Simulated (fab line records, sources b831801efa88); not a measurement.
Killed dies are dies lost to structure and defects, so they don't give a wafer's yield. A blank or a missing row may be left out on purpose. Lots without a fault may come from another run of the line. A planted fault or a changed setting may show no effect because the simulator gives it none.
Chamber matching | flow sky130 | SKY_PASSIVATION_ETCH_11 on rie_diel-02: 4 sister chambers
The step etches the open film in CF4/O2, stops on AlCu, target depth 725 nm, time 161.1 s. 18 wafers are shown with their chamber, then 9 later ones without.

WAFERS WITH THEIR CHAMBER
wafer  | chamber | drypump_motor_current_A (A) | oes_product_au (a.u.) | throttle_valve_pct (%)
L074.2 | 1       | 6.0                         | 0.977                 | 5.959
L074.3 | 0       | 6.4                         | 0.985                 | 5.968
L074.5 | 1       | 6.1                         | 0.981                 | 5.956
L075.1 | 2       | 5.9                         | 0.971                 | 5.963
L075.4 | 0       | 6.4                         | 0.979                 | 5.962
L075.6 | 0       | 6.4                         | 0.981                 | 5.965
L083.1 | 2       | 5.9                         | 0.966                 | 5.971
L083.4 | 0       | 6.4                         | 0.977                 | 5.967
L083.5 | 1       | 6.1                         | 0.980                 | 5.978
L087.1 | 2       | 5.9                         | 0.976                 | 5.972
L087.4 | 3       | 6.5                         | 0.985                 | 5.955
L087.6 | 2       | 5.9                         | 0.978                 | 5.967
L086.4 | 1       | 6.1                         | 0.992                 | 5.962
L086.5 | 1       | 6.1                         | 0.979                 | 5.964
L086.6 | 0       | 6.4                         | 0.982                 | 5.936
L088.3 | 2       | 5.9                         | 0.959                 | 5.957
L088.4 | 3       | 6.5                         | 0.972                 | 5.975
L088.6 | 0       | 6.3                         | 0.969                 | 5.965

SIGNATURES (means of the wafers above)
reading                 | chamber 0 | chamber 1 | chamber 2 | chamber 3 | scatter within a chamber
drypump_motor_current_A | 6.383     | 6.080     | 5.900     | 6.500     | 0.0342
oes_product_au          | 0.97883   | 0.98180   | 0.97000   | 0.97850   | 0.00662
throttle_valve_pct      | 5.96050   | 5.96380   | 5.96600   | 5.96500   | 0.00994
Rule: a wafer's distance from a chamber is the root of the sum, over the readings, of the square of ((its reading less the chamber's mean) divided by the reading's scatter). The wafer belongs to the nearest chamber; if the next one is less than 2 further off, it can't be placed. The scatter: the root of (the sum of the squares of (reading less its chamber's mean) over the shown wafers, divided by (wafers less chambers)).

WAFERS WITHOUT THEIR CHAMBER
wafer  | drypump_motor_current_A (A) | oes_product_au (a.u.) | throttle_valve_pct (%)
L092.1 | 6.4                         | 0.981                 | 5.960
L092.2 | 6.5                         | 0.973                 | 5.962
L092.3 | 6.1                         | 0.982                 | 5.971
L095.1 | 6.5                         | 0.974                 | 5.959
L095.3 | 5.9                         | 0.972                 | 5.963
L095.4 | 6.4                         | 0.978                 | 5.968
L096.2 | 5.9                         | 0.980                 | 5.951
L096.3 | 6.1                         | 0.964                 | 5.949
L096.4 | 6.3                         | 0.980                 | 5.974

WHICH CHAMBER EACH WENT THROUGH
wafer  | from the rows above | in truth
L092.1 | 0                   | 0
L092.2 | 3                   | 3
L092.3 | 1                   | 1
L095.1 | 3                   | 3
L095.3 | 2                   | 2
L095.4 | 0                   | 0
L096.2 | 2                   | 2
L096.3 | 1                   | 1
L096.4 | 0                   | 0
Placed correctly: 9 of 9. Can't be placed from these rows: 0. Placed wrongly: 0.
